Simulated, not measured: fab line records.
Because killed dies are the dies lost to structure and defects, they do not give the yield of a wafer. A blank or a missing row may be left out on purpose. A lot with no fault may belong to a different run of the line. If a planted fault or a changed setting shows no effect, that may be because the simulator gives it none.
What tool caused it? || flow gf180mcu || 12 lots with 36 wafers sampled at 5 steps, on a route of 602 steps

WHAT THE GAUGES READ, wafer by wafer
GF_V3_THK_MEAS_01.
{"lot": "L465", "measured": "day 21 17:29", "on": "film metro-01", "V3_CVD_00_THK (nm)": "608 591 596"}
{"lot": "L467", "measured": "day 22 18:19", "on": "film metro-04", "V3_CVD_00_THK (nm)": "611 605 618"}
{"lot": "L470", "measured": "day 23 14:07", "on": "film metro-02", "V3_CVD_00_THK (nm)": "595 583 598"}
{"lot": "L471", "measured": "day 24 00:05", "on": "film metro-04", "V3_CVD_00_THK (nm)": "610 600 583"}
{"lot": "L472", "measured": "day 24 08:53", "on": "film metro-04", "V3_CVD_00_THK (nm)": "595 586 603"}
{"lot": "L474", "measured": "day 25 01:17", "on": "film metro-04", "V3_CVD_00_THK (nm)": "597 608 616"}
{"lot": "L476", "measured": "day 25 18:19", "on": "film metro-02", "V3_CVD_00_THK (nm)": "477 606 597"}
{"lot": "L477", "measured": "day 25 19:59", "on": "film metro-04", "V3_CVD_00_THK (nm)": "616 588 612"}
{"lot": "L484", "measured": "day 27 22:46", "on": "film metro-02", "V3_CVD_00_THK (nm)": "612 610 613"}
{"lot": "L485", "measured": "day 28 04:00", "on": "film metro-02", "V3_CVD_00_THK (nm)": "606 607 607"}
{"lot": "L486", "measured": "day 28 11:12", "on": "film metro-04", "V3_CVD_00_THK (nm)": "611 611 595"}
{"lot": "L487", "measured": "day 28 21:50", "on": "film metro-02", "V3_CVD_00_THK (nm)": "608 606 609"}

WHICH TOOL RAN EACH LOT (tool, then ch and the chambers of the sampled wafers, then the start)
{"lot": "L465", "GF_V2_ETCH_16": "rie diel-01 ch 0,1, day 20 14:34", "GF_V2_SPUTTER_22": "pvd sputter-01, day 20 15:18", "GF_M3_SPUTTER_02": "pvd sputter-02, day 20 16:04", "GF_V3_CVD_00": "hdpcvd-02 ch 0,2, day 21 17:24"}
{"lot": "L467", "GF_V2_ETCH_16": "rie diel-01 ch 0,1, day 21 16:31", "GF_V2_SPUTTER_22": "pvd sputter-01, day 21 17:16", "GF_M3_SPUTTER_02": "pvd sputter-02, day 21 18:02", "GF_V3_CVD_00": "hdpcvd-02 ch 0,1, day 22 18:13"}
{"lot": "L470", "GF_V2_ETCH_16": "rie diel-01 ch 0,1,2, day 22 12:49", "GF_V2_SPUTTER_22": "pvd sputter-03, day 22 13:33", "GF_M3_SPUTTER_02": "pvd sputter-01, day 22 14:19", "GF_V3_CVD_00": "hdpcvd-02 ch 0,1,2, day 23 14:01"}
{"lot": "L471", "GF_V2_ETCH_16": "rie diel-02 ch 0,1,2, day 22 23:03", "GF_V2_SPUTTER_22": "pvd sputter-01, day 22 23:49", "GF_M3_SPUTTER_02": "pvd sputter-02, day 23 00:34", "GF_V3_CVD_00": "hdpcvd-02 ch 0,1,2, day 24 00:01"}
{"lot": "L472", "GF_V2_ETCH_16": "rie diel-03 ch 1,3, day 23 08:14", "GF_V2_SPUTTER_22": "pvd sputter-04, day 23 08:58", "GF_M3_SPUTTER_02": "pvd sputter-01, day 23 09:43", "GF_V3_CVD_00": "hdpcvd-02 ch 1,2, day 24 08:49"}
{"lot": "L474", "GF_V2_ETCH_16": "rie diel-01 ch 2,3, day 24 00:51", "GF_V2_SPUTTER_22": "pvd sputter-04, day 24 01:37", "GF_M3_SPUTTER_02": "pvd sputter-02, day 24 02:22", "GF_V3_CVD_00": "hdpcvd-01 ch 1,2, day 25 01:13"}
{"lot": "L476", "GF_V2_ETCH_16": "rie diel-02 ch 0,1, day 24 18:00", "GF_V2_SPUTTER_22": "pvd sputter-03, day 24 18:44", "GF_M3_SPUTTER_02": "pvd sputter-01, day 24 19:37", "GF_V3_CVD_00": "hdpcvd-01 ch 0,1,2, day 25 18:14"}
{"lot": "L477", "GF_V2_ETCH_16": "rie diel-03 ch 0,2, day 24 20:35", "GF_V2_SPUTTER_22": "pvd sputter-03, day 24 21:19", "GF_M3_SPUTTER_02": "pvd sputter-02, day 24 22:04", "GF_V3_CVD_00": "hdpcvd-02 ch 0,2, day 25 19:52"}
{"lot": "L484", "GF_V2_ETCH_16": "rie diel-02 ch 1,2,3, day 27 00:15", "GF_V2_SPUTTER_22": "pvd sputter-03, day 27 01:01", "GF_M3_SPUTTER_02": "pvd sputter-04, day 27 01:47", "GF_V3_CVD_00": "hdpcvd-02 ch 0,1,2, day 27 22:40"}
{"lot": "L485", "GF_V2_ETCH_16": "rie diel-03 ch 0,1,3, day 27 05:20", "GF_V2_SPUTTER_22": "pvd sputter-03, day 27 06:06", "GF_M3_SPUTTER_02": "pvd sputter-04, day 27 06:53", "GF_V3_CVD_00": "hdpcvd-02 ch 0,1, day 28 03:55"}
{"lot": "L486", "GF_V2_ETCH_16": "rie diel-02 ch 0,3, day 27 13:03", "GF_V2_SPUTTER_22": "pvd sputter-01, day 27 13:46", "GF_M3_SPUTTER_02": "pvd sputter-04, day 27 14:32", "GF_V3_CVD_00": "hdpcvd-02 ch 0,1,2, day 28 11:07"}
{"lot": "L487", "GF_V2_ETCH_16": "rie diel-03 ch 0,1,3, day 27 23:50", "GF_V2_SPUTTER_22": "pvd sputter-04, day 28 00:34", "GF_M3_SPUTTER_02": "pvd sputter-01, day 28 01:23", "GF_V3_CVD_00": "hdpcvd-01 ch 0,1,2, day 28 21:46"}
- GF_V2_ETCH_16: etches BARC in N2/H2.
- GF_V2_SPUTTER_22: material TiN, target thk 10 nm, time 40 s.
- GF_M3_SPUTTER_02: material AlCu, target thk 450 nm, time 23.9 s.
- GF_V3_CVD_00: deposits SiO2, target thk 600 nm, time 100 s.

AS READ BY THE TOOLS THEMSELVES (means over the sampled wafers that have a number; for cases with no such wafer, the mark the record gives instead)
GF_V2_ETCH_16.
{"lot": "L465", "tool": "rie diel-01", "drypump motor current A (A)": 5.9, "oes product au (a.u.)": 0.859, "throttle valve pct (%)": 13.222}
{"lot": "L467", "tool": "rie diel-01", "drypump motor current A (A)": 5.9, "oes product au (a.u.)": 0.859, "throttle valve pct (%)": 13.223}
{"lot": "L470", "tool": "rie diel-01", "drypump motor current A (A)": 5.8, "oes product au (a.u.)": 0.856, "throttle valve pct (%)": 13.233}
{"lot": "L471", "tool": "rie diel-02", "drypump motor current A (A)": 6.1, "oes product au (a.u.)": 0.857, "throttle valve pct (%)": 13.229}
{"lot": "L472", "tool": "rie diel-03", "drypump motor current A (A)": 6.0, "oes product au (a.u.)": 0.855, "throttle valve pct (%)": 13.220}
{"lot": "L474", "tool": "rie diel-01", "drypump motor current A (A)": 5.7, "oes product au (a.u.)": 0.852, "throttle valve pct (%)": 13.230}
{"lot": "L476", "tool": "rie diel-02", "drypump motor current A (A)": 6.2, "oes product au (a.u.)": 0.856, "throttle valve pct (%)": 13.224}
{"lot": "L477", "tool": "rie diel-03", "drypump motor current A (A)": 6.3, "oes product au (a.u.)": 0.860, "throttle valve pct (%)": 13.226}
{"lot": "L484", "tool": "rie diel-02", "drypump motor current A (A)": 5.9, "oes product au (a.u.)": 0.854, "throttle valve pct (%)": 13.224}
{"lot": "L485", "tool": "rie diel-03", "drypump motor current A (A)": 5.9, "oes product au (a.u.)": 0.855, "throttle valve pct (%)": 13.218}
{"lot": "L486", "tool": "rie diel-02", "drypump motor current A (A)": 5.9, "oes product au (a.u.)": 0.854, "throttle valve pct (%)": 13.231}
{"lot": "L487", "tool": "rie diel-03", "drypump motor current A (A)": 5.9, "oes product au (a.u.)": 0.856, "throttle valve pct (%)": 13.221}

GF_V2_SPUTTER_22.
{"lot": "L465", "tool": "pvd sputter-01", "throttle valve pct (%)": 29.4}
{"lot": "L467", "tool": "pvd sputter-01", "throttle valve pct (%)": 30.4}
{"lot": "L470", "tool": "pvd sputter-03", "throttle valve pct (%)": 29.5}
{"lot": "L471", "tool": "pvd sputter-01", "throttle valve pct (%)": 29.2}
{"lot": "L472", "tool": "pvd sputter-04", "throttle valve pct (%)": 30.6}
{"lot": "L474", "tool": "pvd sputter-04", "throttle valve pct (%)": 29.5}
{"lot": "L476", "tool": "pvd sputter-03", "throttle valve pct (%)": 30.9}
{"lot": "L477", "tool": "pvd sputter-03", "throttle valve pct (%)": 30.0}
{"lot": "L484", "tool": "pvd sputter-03", "throttle valve pct (%)": 30.3}
{"lot": "L485", "tool": "pvd sputter-03", "throttle valve pct (%)": 30.9}
{"lot": "L486", "tool": "pvd sputter-01", "throttle valve pct (%)": 29.7}
{"lot": "L487", "tool": "pvd sputter-04", "throttle valve pct (%)": 29.6}

GF_M3_SPUTTER_02.
{"lot": "L465", "tool": "pvd sputter-02", "throttle valve pct (%)": 31.0}
{"lot": "L467", "tool": "pvd sputter-02", "throttle valve pct (%)": 31.3}
{"lot": "L470", "tool": "pvd sputter-01", "throttle valve pct (%)": 29.1}
{"lot": "L471", "tool": "pvd sputter-02", "throttle valve pct (%)": 31.7}
{"lot": "L472", "tool": "pvd sputter-01", "throttle valve pct (%)": 30.0}
{"lot": "L474", "tool": "pvd sputter-02", "throttle valve pct (%)": 31.5}
{"lot": "L476", "tool": "pvd sputter-01", "throttle valve pct (%)": 29.5}
{"lot": "L477", "tool": "pvd sputter-02", "throttle valve pct (%)": 31.4}
{"lot": "L484", "tool": "pvd sputter-04", "throttle valve pct (%)": 30.2}
{"lot": "L485", "tool": "pvd sputter-04", "throttle valve pct (%)": 29.7}
{"lot": "L486", "tool": "pvd sputter-04", "throttle valve pct (%)": 29.8}
{"lot": "L487", "tool": "pvd sputter-01", "throttle valve pct (%)": 29.6}

GF_V3_CVD_00.
{"lot": "L465", "tool": "hdpcvd-02", "sih4 flow sccm (sccm)": 60.04}
{"lot": "L467", "tool": "hdpcvd-02", "sih4 flow sccm (sccm)": 59.97}
{"lot": "L470", "tool": "hdpcvd-02", "sih4 flow sccm (sccm)": 59.96}
{"lot": "L471", "tool": "hdpcvd-02", "sih4 flow sccm (sccm)": 59.92}
{"lot": "L472", "tool": "hdpcvd-02", "sih4 flow sccm (sccm)": 59.86}
{"lot": "L474", "tool": "hdpcvd-01", "sih4 flow sccm (sccm)": 59.79}
{"lot": "L476", "tool": "hdpcvd-01", "sih4 flow sccm (sccm)": 55.95}
{"lot": "L477", "tool": "hdpcvd-02", "sih4 flow sccm (sccm)": 59.85}
{"lot": "L484", "tool": "hdpcvd-02", "sih4 flow sccm (sccm)": 59.95}
{"lot": "L485", "tool": "hdpcvd-02", "sih4 flow sccm (sccm)": 59.77}
{"lot": "L486", "tool": "hdpcvd-02", "sih4 flow sccm (sccm)": 59.97}
{"lot": "L487", "tool": "hdpcvd-01", "sih4 flow sccm (sccm)": 60.03}

THE ANSWER, worked out from the rows above alone
Rule: what is usual is taken from the lots themselves. The widest of any qualifying gaps counts: lots, ordered by their means at a reading, are off when they make up no more than a third of the lots, leave a main group of 4 or more, and stand apart from it by 3 or more times the standard deviation of that group's means. The tables above print the reading to a certain number of digits; a main group whose means all agree to those digits is not used. A lot without any number at a reading at which 4 lots or more have one is off too. Where the step has rows for the other lots, those lots are counted as sound. First the gauges in route order, then the tools' own readings, where a lot's mean is used as printed above. The first step at which some lot is off is used, and at that step the reading that is off furthest; a lot without a number counts as furthest.
Off: L476, seen at GF_V3_THK_MEAS_01 (V3_CVD_00_THK). Main group: mean 603 nm, sd 6.4.
If a tool, at a process step before that reading, ran all the lots that are off and no sound lot after the first of them, it fits. Not tried: the gauges at GF_V3_THK_MEAS_01; whatever is off there is also off at GF_V3_CVD_00, on other tools, and gauge error can't account for it. None of those tried fits.

WHAT THE SIMULATOR HAD INSERTED
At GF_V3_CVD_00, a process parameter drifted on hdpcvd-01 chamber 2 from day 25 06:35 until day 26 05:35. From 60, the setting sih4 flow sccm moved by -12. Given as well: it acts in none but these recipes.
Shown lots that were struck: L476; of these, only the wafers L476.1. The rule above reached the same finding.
